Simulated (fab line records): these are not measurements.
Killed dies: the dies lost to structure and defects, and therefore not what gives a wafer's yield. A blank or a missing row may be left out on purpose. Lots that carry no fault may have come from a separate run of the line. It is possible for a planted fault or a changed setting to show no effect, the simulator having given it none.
Lot-split experiment | flow sky130 | on a route of 708 steps: 5 lots, 23 wafers read

== ON THE SPLIT ==
At SKY_VIA1_CMP_02 (polishes SiO2), the setting leave above ref nm was moved away from the recipe's 345 nm on 11 of the 23 wafers read, by -2.5% to +6.4%. This setting was run at the recipe's value on the other wafers.

The reading comes from the split's own step.

== THE READING ==
SiO2_of_VIA1_HDPCVD_00.thk nm (the simulator's own value, which no gauge read), in nm, at SKY_VIA1_CMP_02 (polishes SiO2). No usual value for it is given in the file. Across the 12 wafers here that went through the recipe, the average is 345.7 nm and the standard deviation 1.1 nm.

wafer  | tool, chamber at the split | leave above ref nm as run, nm | against the recipe | SiO2_of_VIA1_HDPCVD_00.thk nm, nm | against lot-mates on the recipe
L077.2 | cmp-01, 0                  | 345                           | recipe             | 345.4                             | -
L077.3 | cmp-01, 1                  | 345                           | recipe             | 346.5                             | -
L077.5 | cmp-01, 2                  | 345                           | recipe             | 344                               | -
L080.1 | cmp-01, 3                  | 345                           | recipe             | 346.6                             | -
L080.3 | cmp-01, 0                  | 345                           | recipe             | 347.6                             | -
L080.2 | cmp-01, 2                  | 367.2                         | +6.4%              | 367.4                             | +20.8
L080.5 | cmp-01, 3                  | 367.2                         | +6.4%              | 367.6                             | +21.0
L080.6 | cmp-01, 0                  | 345                           | recipe             | 345.6                             | -
L081.3 | cmp-01, 3                  | 366.5                         | +6.2%              | 366.4                             | +21.1
L081.4 | cmp-01, 0                  | 366.5                         | +6.2%              | 366.6                             | +21.4
L081.1 | cmp-01, 1                  | 366.5                         | +6.2%              | 367                               | +21.8
L081.2 | cmp-01, 2                  | 345                           | recipe             | 344.7                             | -
L081.5 | cmp-01, 0                  | 345                           | recipe             | 345.8                             | -
L082.2 | cmp-01, 2                  | 354.1                         | +2.6%              | 353.7                             | +8.7
L082.3 | cmp-01, 0                  | 354.1                         | +2.6%              | 355.9                             | +10.9
L082.4 | cmp-01, 1                  | 345                           | recipe             | 345.1                             | -
L082.6 | cmp-01, 2                  | 354.1                         | +2.6%              | 354.4                             | +9.4
L082.5 | cmp-01, 3                  | 345                           | recipe             | 344.9                             | -
L084.1 | cmp-02, 3                  | 345                           | recipe             | 344.5                             | -
L084.4 | cmp-02, 1                  | 345                           | recipe             | 347.1                             | -
L084.2 | cmp-02, 2                  | 336.5                         | -2.5%              | 336                               | -9.8
L084.5 | cmp-02, 3                  | 336.5                         | -2.5%              | 336.9                             | -8.9
L084.6 | cmp-02, 0                  | 336.5                         | -2.5%              | 337.8                             | -8.0

FIT RESULTS
A straight line over all 23 wafers: SiO2_of_VIA1_HDPCVD_00.thk nm changes by +3.41 nm for each +1% of leave above ref nm; r = +1.00; the points scatter about the line by 0.93 nm.
The same after taking each lot's own level away (the mean of its wafers on the recipe; 23 wafers): +3.41 nm for each +1%; r = +1.00; scatter 0.92 nm.
That fit puts the effect of the largest move of leave above ref nm on the reading at 22 nm.
Measured against the standard deviation above, the lots' own levels, which go from 345.00 to 346.60 nm, span 1.5 times it.
The two slopes agree, so the slope changes little with the lot-to-lot level.
Check: +22.1 nm against its lot-mates is what the line predicts for one of the wafers moved furthest among these (+6.4%) when that wafer is left out of the fit. It came out at +20.8 nm against them.

== THE OTHER SPLITS THESE WAFERS WENT THROUGH ==
Other splits were also applied to these wafers ahead of the reading. Each is held against what the fit with the lots' levels taken away leaves over:
other split on the same wafers   | wafers away from the commonest value | r with SiO2_of_VIA1_HDPCVD_00.thk nm (lot level and that fit taken away)
SKY_CONTACT_ETCH_18 bias w       | 8                                    | +0.00
SKY_CONTACT_CVD_24 pressure torr | 15                                   | +0.26
SKY_METAL1_COAT_09 resist thk nm | 9                                    | -0.08
SKY_METAL1_DEVELOP_14 dev temp c | 8                                    | +0.27

== THE FILE'S OWN FIT ==
SiO2_of_VIA1_HDPCVD_00.thk nm changes by +3.38 nm for each +1% of leave above ref nm, r = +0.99.
